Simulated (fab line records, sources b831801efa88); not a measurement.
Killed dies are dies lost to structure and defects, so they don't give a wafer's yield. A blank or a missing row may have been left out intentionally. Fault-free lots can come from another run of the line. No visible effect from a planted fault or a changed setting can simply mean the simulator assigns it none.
Chamber matching | flow gf180mcu | cmp-02 running GF_CONTACT_CMP_04: 4 sister chambers
The step polishes SiO2. 8 wafers are shown with their chamber, then 9 later ones without.

== WAFERS WITH THEIR CHAMBER ==
wafer  | chamber | motor-current-A (A) | time-to-endpoint-s (s)
L957.1 | 3       | 10.6                | 106
L960.4 | 3       | 10.8                | 104
L965.2 | 1       | 12.1                | 101
L965.4 | 0       | 12.8                | 114
L966.4 | 0       | 12.5                | 121
L969.1 | 1       | 13.3                | 97
L969.4 | 2       | 9.9                 | 108
L969.5 | 2       | 10.6                | 107

== WAFERS WITH NO CHAMBER GIVEN ==
wafer  | motor-current-A (A) | time-to-endpoint-s (s)
L970.4 | 11.0                | 102
L970.5 | 12.4                | 108
L970.6 | 12.7                | 99
L971.4 | 12.7                | 107
L971.5 | 12.9                | 107
L971.6 | 12.5                | 113
L972.1 | 10.6                | 102
L972.4 | 10.1                | 108
L972.5 | 10.5                | 104

== THE CHAMBER EACH PASSED THROUGH ==
wafer  | from the rows above               | in truth
L970.4 | can't be placed: 3 or 2           | 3
L970.5 | can't be placed: 1 or 0 or 3 or 2 | 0
L970.6 | 1                                 | 1
L971.4 | can't be placed: 1 or 0 or 3      | 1
L971.5 | can't be placed: 1 or 0 or 3      | 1
L971.6 | 0                                 | 0
L972.1 | can't be placed: 3 or 2           | 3
L972.4 | can't be placed: 2 or 3           | 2
L972.5 | can't be placed: 3 or 2           | 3
Correctly placed: 2 of 9. Unplaceable from these rows: 7, with the true chamber sitting among the candidates in 7. 0 placed wrongly.
How it was worked out, from the rows above alone: a wafer's distance from a chamber is the root of the sum, over the readings, of the square of ((its reading less the chamber's mean) divided by the reading's scatter). The wafer belongs to the nearest chamber; if the next one is less than 2 further off, it can't be placed. For every chamber, the mean is computed from those of its wafers that are shown. The scatter: take each reading less its chamber's mean, square it, sum over the shown wafers, divide by the number of wafers less the number of chambers, and take the root.
